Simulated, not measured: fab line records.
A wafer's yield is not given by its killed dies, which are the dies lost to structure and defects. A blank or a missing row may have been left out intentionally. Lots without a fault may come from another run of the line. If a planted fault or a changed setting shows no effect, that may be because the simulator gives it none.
Which of the tools did it? ; flow sky130 ; 11 lots with 32 wafers sampled at 3 steps, on a route of 708 steps

WHAT EACH GAUGE READ, for each wafer
SKY_CONTACT_CD_MEAS_14: target cd 170 nm.
lot;measured;on;cd nm (nm)
L368;day 31 15:29;cd sem-01;170.0 172.0 172.5
L373;day 33 03:21;cd sem-01;169.5 171.2 170.8
L375;day 34 01:38;cd sem-02;171.8 173.3 171.6
L376;day 34 05:38;cd sem-02;166.9 168.7 168.0
L377;day 34 13:44;cd sem-02;169.6 170.5 170.4
L378;day 34 21:26;cd sem-01;172.3 171.6 170.4
L379;day 35 03:09;cd sem-02;172.5 171.5 171.0
L380;day 35 15:30;cd sem-01;169.5 168.6 169.9
L383;day 36 11:41;cd sem-01;171.3 173.4 173.5
L387;day 37 18:58;cd sem-01;169.1 170.5
L390;day 38 17:25;cd sem-02;168.1 168.6 169.6

TOOL THAT RAN EACH LOT (tool first, then ch and the chambers of the sampled wafers, then the start)
lot;SKY_LI_CONTACT_CVD_21;SKY_LOCAL_INTERCONNECT_STRIP_15
L368;cvd w-01 ch 0,1, day 29 04:22;plasma asher-01 ch 1, day 30 10:09
L373;cvd w-02 ch 0,1, day 30 18:03;plasma asher-03 ch 0,1, day 31 22:55
L375;cvd w-02 ch 0,1, day 31 18:16;plasma asher-03 ch 0,1, day 32 22:18
L376;cvd w-01 ch 0,1, day 31 22:12;plasma asher-01 ch 0,1, day 33 02:09
L377;cvd w-02 ch 0,1, day 32 07:19;plasma asher-03 ch 0,1, day 33 10:16
L378;cvd w-02 ch 0,1, day 32 13:56;plasma asher-02 ch 0,1, day 33 17:42
L379;cvd w-01 ch 0,1, day 32 19:55;plasma asher-03 ch 0, day 33 23:27
L380;cvd w-01 ch 0,1, day 33 08:16;plasma asher-03 ch 0,1, day 34 12:06
L383;cvd w-01 ch 0,1, day 34 05:36;plasma asher-03 ch 0,1, day 35 08:40
L387;cvd w-01 ch 1, day 35 13:16;plasma asher-01 ch 0,1, day 36 15:58
L390;cvd w-02 ch 1, day 36 11:46;plasma asher-01 ch 0,1, day 37 14:37
- SKY_LI_CONTACT_CVD_21: deposits W, target thk 400 nm, time 120.56 s.
- SKY_LOCAL_INTERCONNECT_STRIP_15: strips in O2/N2.

THE ANSWER, worked out from the rows above alone
Rule: the lots themselves supply what counts as usual. Put in order of their means at a reading, lots are off if they are a third of the lots or fewer, leave a main group of 4 or more, and stand apart from it by a gap of 3 or more times the standard deviation of the main group's means; of several such gaps the widest counts. A main group whose means are all the same, to the digits that the tables above print for the reading, isn't used. Also off: a lot with no number at a reading for which 4 or more lots have one. Where the step has rows for the other lots, those lots are counted as sound.
None of the lots is off at any reading shown; this tells nothing.

WHAT HAD BEEN PUT IN BY THE SIMULATOR
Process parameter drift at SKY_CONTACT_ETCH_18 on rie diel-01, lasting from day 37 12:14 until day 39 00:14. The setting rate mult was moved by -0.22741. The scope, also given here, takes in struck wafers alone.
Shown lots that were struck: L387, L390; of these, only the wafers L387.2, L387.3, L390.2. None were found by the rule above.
